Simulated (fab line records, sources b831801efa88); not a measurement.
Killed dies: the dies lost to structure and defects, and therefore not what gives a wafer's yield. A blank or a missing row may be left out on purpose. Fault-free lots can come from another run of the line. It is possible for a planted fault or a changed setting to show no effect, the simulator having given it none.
fab line records | flow sky130
record lots=6 | wafers=18 | last-day=50
route steps=708 shown PWDE@55 NWELL@56 PAD_OPEN@708
lots untouched by any fault: they come from a run of this same line in which no faults occurred
start-h: hours from the record's first day to the start of the lot's first wafer shown | wait-h: how many hours have passed since the lot's step before this one | " identical to the entry in the row above | L1.1+2: several wafers, shown together as one row | - no value, or no start given | * or withheld: withheld | < > ~ a bound
route shown NAME@n: a module of which the file shows steps, and the number in the route of the first | usual: mean and standard deviation over wafers with no fault | same: alike in all rows | chamber/n: place in a boat | sites: each site's reading | _std_site: the values' standard deviation | _edge_site: mean of outer sites minus mean of inner sites | radius-mm: how far each site lies from the wafer's centre | mask NAME#n: copy n | behind: the tool/chamber that last shaped the wafer | hold: cause of the lot's hold/its duration in hours/its outcome | device: the transistor (n, p or np) that didn't switch | end of line: at the end of the route, the tests of the same wafers | where a step has no rows: the recipe by itself | killed: dies lost to structure and defects at the first sort, not the wafer's yield | map: a wafer's dies, x killed, . not, _ none there
set.NAME: the setting that was run; set.NAME@STEP: the one run at that earlier step | model.NAME: the simulator's own value behind a step, which no gauge read
lots at selected steps of the route; one table per step, one row per wafer
services: from which hour (start-h, from the record's first day; less than 0 if before it) a tool's chamber was out of use, for how many hours, and why
## steps
# step SKY_PWDE_TW_MEAS_10
# usual PWDE_TW=371.1/1.9
lot.wafer | tool          | chamber | start-h | wait-h | PWDE_TW
L784.1    | film-metro-03 | -       | 79.20   | 0.1    | 373.2
L784.2    | "             | -       | "       | "      | 372.0
L784.6    | "             | -       | "       | "      | 372.2
L788.1    | film-metro-03 | -       | 108.97  | 0.1    | 374.0
L788.2    | "             | -       | "       | "      | 374.0
L788.5    | "             | -       | "       | "      | 372.0
L790.2    | film-metro-01 | -       | 115.09  | 0.1    | 368.1
L790.4    | "             | -       | "       | "      | 368.5
L790.5    | "             | -       | "       | "      | 368.8
L796.1    | film-metro-01 | -       | 151.10  | 0.1    | 367.7
L796.5    | "             | -       | "       | "      | 370.6
L796.6    | "             | -       | "       | "      | 367.8
L802.1    | film-metro-01 | -       | 185.28  | 0.1    | 367.5
L802.5    | "             | -       | "       | "      | 369.2
L802.6    | "             | -       | "       | "      | 368.9
L804.1    | film-metro-03 | -       | 192.03  | 0.1    | 375.5
L804.2    | "             | -       | "       | "      | 372.6
L804.4    | "             | -       | "       | "      | 373.7
# step SKY_NWELL_DEHYDRATE_03
# recipe temp-c=200 | time-s=60
# step SKY_NWELL_HMDS_04
# recipe prime-time-s=60 | prime-temp-c=120
# step SKY_NWELL_COAT_05
# recipe spin-rpm=2000 | resist-thk-nm=3000
# step SKY_NWELL_SOFTBAKE_06
# recipe temp-c=110 | time-s=withheld
# step SKY_NWELL_EXPOSE_07
# recipe mask-id=NWM | na=0.6 | source-shape=conventional | sigma-outer=0.6 | polarization=unpolarized | target-cd-nm=840 | dose-mj=255
# step SKY_NWELL_PEB_08
# recipe temp-c=115 | time-s=withheld
# step SKY_NWELL_DEVELOP_09
# recipe wall-angle-deg=90 | developer=TMAH | develop-time-s=60 | dev-temp-c=23
# step SKY_NWELL_OVL_MEAS_10
# usual NWELL_00_OVL=-1.1/1.4
lot.wafer | tool       | chamber | start-h | wait-h | NWELL_00_OVL[nm]
L784.1    | overlay-02 | -       | 96.55   | -      | 2.0
L784.2    | "          | -       | "       | "      | 1.3
L784.6    | "          | -       | "       | "      | 0.5
L788.1    | overlay-02 | -       | 126.22  | -      | -1.8
L788.2    | "          | -       | "       | "      | -1.8
L788.5    | "          | -       | "       | "      | -2.3
L790.2    | overlay-01 | -       | 132.60  | -      | -2.6
L790.4    | "          | -       | "       | "      | -1.6
L790.5    | "          | -       | "       | "      | -1.2
L796.1    | overlay-02 | -       | 171.37  | -      | 0.2
L796.5    | "          | -       | "       | "      | -0.6
L796.6    | "          | -       | "       | "      | 0.6
L802.1    | overlay-02 | -       | 205.96  | -      | -2.9
L802.5    | "          | -       | "       | "      | -1.6
L802.6    | "          | -       | "       | "      | -2.4
L804.1    | overlay-02 | -       | 213.41  | -      | 0.2
L804.2    | "          | -       | "       | "      | 0.4
L804.4    | "          | -       | "       | "      | -0.5
# step SKY_NWELL_IMPLANT_11
# recipe species=P | energy-kev=400 | dose-cm2=1.9e+13 | tilt-deg=withheld
# step SKY_NWELL_IMPLANT_12
# recipe species=P | energy-kev=120 | dose-cm2=1.3e+12 | tilt-deg=withheld
# step SKY_NWELL_IMPLANT_13
# recipe species=P | energy-kev=50 | dose-cm2=7e+11 | tilt-deg=withheld
# step SKY_NWELL_STRIP_14
# recipe chemistry=O2/N2 | power-w=1400 | pressure-mtorr=1500 | platen-temp-c=withheld | o2-flow-sccm=3000 | n2-flow-sccm=300 | overash-fraction=0.5
# usual drypump-motor-current-A=5.7/0.48 | oes-product-au=0.722/0.004 | overash-fraction=0.5/0 | strip-time-to-endpoint-s=36.90/0.12
lot.wafer | tool            | chamber | start-h | wait-h | drypump-motor-current-A | oes-product-au | overash-fraction | rf-hours-counter-h | strip-time-to-endpoint-s
L784.1    | plasma-asher-03 | 0       | 97.03   | 0.1    | 5.2                     | 0.722          | 0.5              | 42                 | 36.97
L784.2    | "               | 1       | "       | "      | 5.4                     | 0.724          | 0.5              | 42                 | 36.92
L784.6    | "               | 0       | "       | "      | 5.2                     | 0.722          | 0.5              | -                  | 36.89
L788.1    | plasma-asher-03 | 1       | 126.71  | 0.1    | 5.5                     | 0.802          | 0.3              | 1                  | 36.71
L788.2    | "               | 0       | "       | "      | 5.2                     | 0.722          | 0.5              | 1                  | 36.70
L788.5    | "               | 1       | "       | "      | 5.5                     | 0.796          | 0.3              | -                  | 36.73
L790.2    | plasma-asher-03 | 1       | 133.08  | 0.1    | 5.4                     | 0.797          | 0.3              | 1                  | 36.74
L790.4    | "               | 0       | "       | "      | 5.2                     | 0.718          | 0.5              | -                  | 36.76
L790.5    | "               | 0       | "       | "      | 5.2                     | 0.715          | 0.5              | -                  | 36.73
L796.1    | plasma-asher-01 | 1       | 171.86  | 0.1    | 5.3                     | 0.722          | 0.5              | 38                 | 36.88
L796.5    | "               | 1       | "       | "      | 5.3                     | 0.717          | 0.5              | -                  | 36.95
L796.6    | "               | 0       | "       | "      | 6.6                     | 0.721          | 0.5              | -                  | 36.83
L802.1    | plasma-asher-02 | 0       | 206.45  | 0.1    | 6.0                     | 0.726          | 0.5              | 47                 | 36.95
L802.5    | "               | 1       | "       | "      | 5.8                     | 0.721          | 0.5              | -                  | 36.89
L802.6    | "               | 0       | "       | "      | 6.0                     | 0.720          | 0.5              | -                  | 36.84
L804.1    | plasma-asher-02 | 1       | 213.90  | 0.1    | 5.8                     | 0.726          | 0.5              | 48                 | 36.97
L804.2    | "               | 0       | "       | "      | 6.0                     | 0.717          | 0.5              | 48                 | 36.93
L804.4    | "               | 0       | "       | "      | 5.9                     | 0.719          | 0.5              | -                  | 36.95
# step SKY_NWELL_TW_MEAS_15
# usual NWELL_TW=1807/12
lot.wafer | tool          | chamber | start-h | wait-h | NWELL_TW
L784.1    | film-metro-01 | -       | 97.13   | 0.1    | 1790
L784.2    | "             | -       | "       | "      | 1787
L784.6    | "             | -       | "       | "      | 1805
L788.1    | film-metro-01 | -       | 126.81  | 0.1    | 1785
L788.2    | "             | -       | "       | "      | 1793
L788.5    | "             | -       | "       | "      | 1777
L790.2    | film-metro-03 | -       | 133.19  | 0.1    | 1811
L790.4    | "             | -       | "       | "      | 1806
L790.5    | "             | -       | "       | "      | 1807
L796.1    | film-metro-03 | -       | 171.96  | 0.1    | 1805
L796.5    | "             | -       | "       | "      | 1813
L796.6    | "             | -       | "       | "      | 1804
L802.1    | film-metro-01 | -       | 206.55  | 0.1    | 1791
L802.5    | "             | -       | "       | "      | 1785
L802.6    | "             | -       | "       | "      | 1787
L804.1    | film-metro-04 | -       | 214.00  | 0.1    | 1817
L804.2    | "             | -       | "       | "      | 1811
L804.4    | "             | -       | "       | "      | 1815
# step SKY_PAD_OPEN_PROBE_99
# usual killed_at_M0_to_M3=44/7.9 | killed_at_M4_up=3.1/1.9 | killed-at-contacts=24/4.6 | killed-at-front-end=16/4.9 | killed-dies=87/9.7 | killed-open=48/7.2 | killed-short=39/5.6
# same gross-dies=492 | killed-at-back-side=0 | killed-at-other=0
lot.wafer | tool      | chamber | start-h | wait-h | killed_at_M0_to_M3 | killed_at_M4_up | killed-at-contacts | killed-at-front-end | killed-dies | killed-open | killed-short
L784.1    | prober-01 | -       | 1074.76 | 0.1    | 60                 | 4               | 23                 | 14                  | 101         | 64          | 37
L784.2    | prober-01 | -       | 1074.81 | 0.1    | 45                 | 2               | 28                 | 11                  | 86          | 48          | 38
L784.6    | prober-01 | -       | 1075.01 | 0.2    | 48                 | 2               | 23                 | 11                  | 84          | 53          | 31
L788.1    | prober-02 | -       | 1110.38 | 0.1    | 33                 | 1               | 25                 | 16                  | 75          | 39          | 35
L788.2    | prober-02 | -       | 1110.43 | 0.1    | 46                 | 2               | 25                 | 17                  | 90          | 49          | 41
L788.5    | prober-02 | -       | 1110.58 | 0.2    | 54                 | 3               | 29                 | 9                   | 95          | 52          | 43
L790.2    | prober-01 | -       | 1116.68 | 0.1    | 39                 | 1               | 23                 | 10                  | 73          | 38          | 35
L790.4    | prober-01 | -       | 1116.78 | 0.2    | 41                 | 3               | 29                 | 7                   | 80          | 39          | 41
L790.5    | prober-01 | -       | 1116.83 | 0.2    | 55                 | 1               | 27                 | 13                  | 96          | 62          | 34
L796.1    | prober-02 | -       | 1187.38 | 0.1    | 37                 | 1               | 21                 | 20                  | 79          | 34          | 44
L796.5    | prober-02 | -       | 1187.58 | 0.2    | 42                 | 4               | 16                 | 24                  | 86          | 50          | 36
L796.6    | prober-02 | -       | 1187.63 | 0.2    | 37                 | 2               | 26                 | 29                  | 94          | 48          | 44
L802.1    | prober-01 | -       | 1189.50 | 0.1    | 49                 | 1               | 25                 | 8                   | 83          | 44          | 38
L802.5    | prober-01 | -       | 1189.70 | 0.2    | 42                 | 3               | 16                 | 5                   | 66          | 39          | 27
L802.6    | prober-01 | -       | 1189.75 | 0.2    | 43                 | 2               | 23                 | 9                   | 77          | 41          | 35
L804.1    | prober-01 | -       | 1191.40 | 0.1    | 42                 | 2               | 29                 | 15                  | 88          | 59          | 29
L804.2    | prober-01 | -       | 1191.45 | 0.1    | 41                 | 2               | 28                 | 12                  | 83          | 37          | 46
L804.4    | prober-01 | -       | 1191.55 | 0.2    | 40                 | 1               | 25                 | 16                  | 82          | 43          | 39
# killed by level:class
L784.1 VIA1:geometric-particle:open=16 VIA2:geometric-particle:open=10 CONTACT:geometric-particle:open=9 VIA1:geometric-particle:short=7 METAL2:geometric-particle:short=6 FIELD_ISO:geometric-particle:open=5 VIA2:geometric-particle:short=4 LI_CONTACT:geometric-particle:open=4
L784.2 LI_CONTACT:geometric-particle:open=12 CONTACT:geometric-particle:open=10 VIA1:geometric-particle:open=9 VIA2:geometric-particle:open=9 VIA2:geometric-particle:short=8 FIELD_ISO:geometric-particle:short=5 METAL1:geometric-particle:short=4 METAL2:geometric-particle:short=4
L784.6 LI_CONTACT:geometric-particle:open=11 VIA2:geometric-particle:open=10 CONTACT:geometric-particle:open=7 METAL1:geometric-particle:short=7 VIA1:geometric-particle:open=7 METAL1:geometric-particle:open=5 VIA1:geometric-particle:short=5 FIELD_ISO:geometric-particle:open=3
L788.1 CONTACT:geometric-particle:open=9 FIELD_ISO:geometric-particle:short=6 LI_CONTACT:geometric-particle:open=6 METAL1:geometric-particle:short=6 VIA3:geometric-particle:open=6 POLY_GATE:geometric-particle:open=4 METAL2:geometric-particle:short=4 VIA1:geometric-particle:open=4
L788.2 VIA3:geometric-particle:open=11 CONTACT:geometric-particle:open=10 VIA1:geometric-particle:open=10 METAL2:geometric-particle:short=6 LI_CONTACT:geometric-particle:open=5 POLY_GATE:geometric-particle:short=4 LI_CONTACT:geometric-particle:short=4 VIA1:geometric-particle:short=4
L788.5 VIA1:geometric-particle:open=13 CONTACT:geometric-particle:open=12 LI_CONTACT:geometric-particle:open=7 METAL1:geometric-particle:short=7 METAL2:geometric-particle:short=6 VIA2:geometric-particle:open=6 POLY_GATE:geometric-particle:short=4 METAL1:geometric-particle:open=4
L790.2 CONTACT:geometric-particle:open=10 VIA1:geometric-particle:open=7 VIA3:geometric-particle:open=7 LOCAL_INTERCONNECT:geometric-particle:short=5 CONTACT:geometric-particle:short=5 VIA1:geometric-particle:short=4 VIA2:geometric-particle:open=4 FIELD_ISO:geometric-particle:short=3
L790.4 CONTACT:geometric-particle:open=10 VIA2:geometric-particle:open=8 LOCAL_INTERCONNECT:geometric-particle:short=7 VIA3:geometric-particle:open=7 LI_CONTACT:geometric-particle:open=6 METAL1:geometric-particle:short=5 METAL2:geometric-particle:short=5 CONTACT:geometric-particle:short=4
L790.5 CONTACT:geometric-particle:open=14 VIA2:geometric-particle:open=12 VIA1:geometric-particle:open=9 VIA3:geometric-particle:open=8 METAL1:geometric-particle:short=8 POLY_GATE:geometric-particle:open=5 LI_CONTACT:geometric-particle:open=5 CONTACT:geometric-particle:short=4
L796.1 CONTACT:geometric-particle:open=11 FIELD_ISO:geometric-particle:short=7 VIA1:geometric-particle:open=7 VIA1:geometric-particle:short=5 METAL2:geometric-particle:short=5 POLY_GATE:geometric-particle:short=4 LOCAL_INTERCONNECT:geometric-particle:short=4 VIA2:geometric-particle:short=4
L796.5 VIA1:geometric-particle:open=10 FIELD_ISO:geometric-particle:open=7 METAL2:geometric-particle:short=7 LI_CONTACT:geometric-particle:open=6 POLY_GATE:geometric-particle:open=4 CONTACT:geometric-particle:open=4 METAL1:geometric-particle:short=4 VIA1:geometric-particle:short=4
L796.6 CONTACT:geometric-particle:open=8 FIELD_ISO:geometric-particle:open=7 LI_CONTACT:geometric-particle:open=7 FIELD_ISO:geometric-particle:short=6 POLY_GATE:geometric-particle:short=6 VIA1:geometric-particle:open=6 VIA3:geometric-particle:open=5 VIA2:geometric-particle:open=5
L802.1 VIA1:geometric-particle:open=17 VIA1:geometric-particle:short=11 CONTACT:geometric-particle:open=9 VIA2:geometric-particle:open=7 LI_CONTACT:geometric-particle:open=5 CONTACT:geometric-particle:short=5 LI_CONTACT:geometric-particle:short=4 FIELD_ISO:geometric-particle:short=3
L802.5 VIA1:geometric-particle:open=11 VIA2:geometric-particle:open=10 VIA1:geometric-particle:short=5 LI_CONTACT:geometric-particle:short=4 LI_CONTACT:geometric-particle:open=4 METAL1:geometric-particle:short=4 VIA3:geometric-particle:open=4 CONTACT:geometric-particle:open=3
L802.6 VIA1:geometric-particle:open=12 VIA2:geometric-particle:open=10 LOCAL_INTERCONNECT:geometric-particle:short=6 LI_CONTACT:geometric-particle:open=5 CONTACT:geometric-particle:short=5 VIA2:geometric-particle:short=5 LI_CONTACT:geometric-particle:short=4 VIA1:geometric-particle:short=4
L804.1 VIA3:geometric-particle:open=11 CONTACT:geometric-particle:open=10 VIA1:geometric-particle:open=10 LI_CONTACT:geometric-particle:open=7 FIELD_ISO:geometric-particle:open=6 POLY_GATE:geometric-particle:open=5 CONTACT:geometric-particle:short=5 LI_CONTACT:geometric-particle:short=4
L804.2 VIA2:geometric-particle:short=8 LI_CONTACT:geometric-particle:open=7 CONTACT:geometric-particle:short=7 METAL1:geometric-particle:short=7 CONTACT:geometric-particle:open=6 VIA1:geometric-particle:open=6 VIA3:geometric-particle:open=6 LI_CONTACT:geometric-particle:short=5
L804.4 LI_CONTACT:geometric-particle:open=9 CONTACT:geometric-particle:open=8 VIA1:geometric-particle:open=7 VIA3:geometric-particle:short=6 VIA2:geometric-particle:open=6 METAL2:geometric-particle:short=5 FIELD_ISO:geometric-particle:open=4 FIELD_ISO:geometric-particle:short=4
## services
tool            | chamber | start-h | hours | kind
plasma-asher-01 | -       | 73.08   | 8.0   | repair
plasma-asher-02 | -       | 90.10   | 26.6  | pm
plasma-asher-03 | -       | 108.75  | 9.0   | pm
plasma-asher-03 | 0       | 108.75  | 9.0   | vent-cycle
plasma-asher-03 | 1       | 108.75  | 9.0   | vent-cycle
plasma-asher-03 | 0       | 117.75  | -     | clean
plasma-asher-03 | 1       | 117.75  | -     | clean
plasma-asher-02 | -       | 149.74  | 3.7   | repair
plasma-asher-03 | -       | 172.89  | 2.0   | repair
plasma-asher-01 | -       | 193.30  | 14.6  | pm
## key
first-sign step=SKY_NWELL_STRIP_14 | reading=overash-fraction | direction=down | sigmas=99+ | usual=0.5 | struck=0.3
effect step=SKY_NWELL_STRIP_14 | reading=oes-product-au | direction=up | sigmas=19 | usual=0.722 | struck=0.798
met-at SKY_NWELL_STRIP_14
struck-wafers L788.1,L788.5,L790.2
tester-left-out L788,L790
onset-between 97.03 126.71
fault kind=process-parameter-drift | tool=plasma-asher-03 | chamber=1 | onset-h=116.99 | steps=SKY_NWELL_STRIP_14 | channel=overash-fraction | offset=-0.2 | shape=step | end-h=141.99 | acts-in=these-recipes-only | stated=0.5
# tester-left-out: of these lots the tester's yield and bins aren't shown, on N5 and GAA mostly nor the transistor test; their killed dies are dies lost to structure and defects alone, not to doping, threshold or leakage, so they don't give the yield
